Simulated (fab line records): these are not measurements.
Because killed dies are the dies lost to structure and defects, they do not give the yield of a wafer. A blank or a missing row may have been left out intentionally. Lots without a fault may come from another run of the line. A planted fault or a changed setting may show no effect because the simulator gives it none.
Problem report in the 8D (eight disciplines) form, filled by code | flow sky130 | the parts of the form that need people (team, actions taken, sign-off) are left out

## 1. THE ISSUE
prime_temp_c at SKY_VIA4_HMDS_05 reads a mean of 118.47 C on 6 wafers of 2 lots; wafers without a fault read 119.99 C with a standard deviation of 0.13. That puts it -12 standard deviations away from the usual mean.
The step: prime time 60 s.
First seen on wafer L242.3, day 45 02:35, on litho_track-04. At this step, 36 wafers from 12 lots have a number in the record. Rule for "out" (also "out of limits"): further than 4 standard deviations from the usual mean. The other wafers with a number count as sound.

## 2. WHAT IT IS, WHAT IT ISN'T
question                    | is                     | is not
which readings at this step | prime_temp_c           | -
which lots                  | L242, L244             | L241, L245, L246, L248, L249, L250, L251, L253, L255, L256
which wafers of those lots  | all that have a number | -
read on which tools         | litho_track-04         | litho_track-01, litho_track-02
when                        | from day 45 02:35      | up to then (3 sound wafers); but 27 sound wafers of L245, L246, L248, L249, L250, L251, L253, L255, L256 came after

## 3. WHAT RULES OUT EACH SUSPECT
Counting: any tool at a process step up to the reading is kept as a suspect provided that every lot that is out went through it and no sound lot did after the first of them.
- litho_track-04 at SKY_VIA4_HMDS_05 (prime time 60 s): kept. Every lot that is out went through it, starting with L242 (day 45 02:35), and after that it ran no sound lot; the last sound lot it ran before then is L241 (day 44 20:56). Its own prime_temp_c readings are out on those wafers.
Left after counting: litho_track-04 at SKY_VIA4_HMDS_05.

## 4. THE CAUSE (what the simulator had put in)
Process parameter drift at SKY_VIA4_HMDS_05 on litho_track-04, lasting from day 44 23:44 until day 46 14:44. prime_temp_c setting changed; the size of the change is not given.
The count eliminated every tool but this one.

## 5. THE CHAIN OF EFFECTS, in route order
Rows list readings where the struck wafers' mean (over those with a number) sits beyond 3 standard deviations from the usual. Only readings whose record carries a usual standard deviation are examined. hours: median over the lots of the time between each lot's start at the first step of this table that gives one and its start at this step. sigmas: the change, counted in usual standard deviations.
hours | step             | reading      | usual    | on struck wafers | change | sigmas
0     | SKY_VIA4_HMDS_05 | prime_temp_c | 119.99 C | 118.47           | -1.52  | -12
Process steps it contains:
- SKY_VIA4_HMDS_05: prime time 60 s.

## 6. HOW IT WOULD HAVE BEEN CAUGHT EARLIER
3 hours passed between the start of the fault at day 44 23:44 and the first reading out of limits in this record, taken at day 45 02:35.
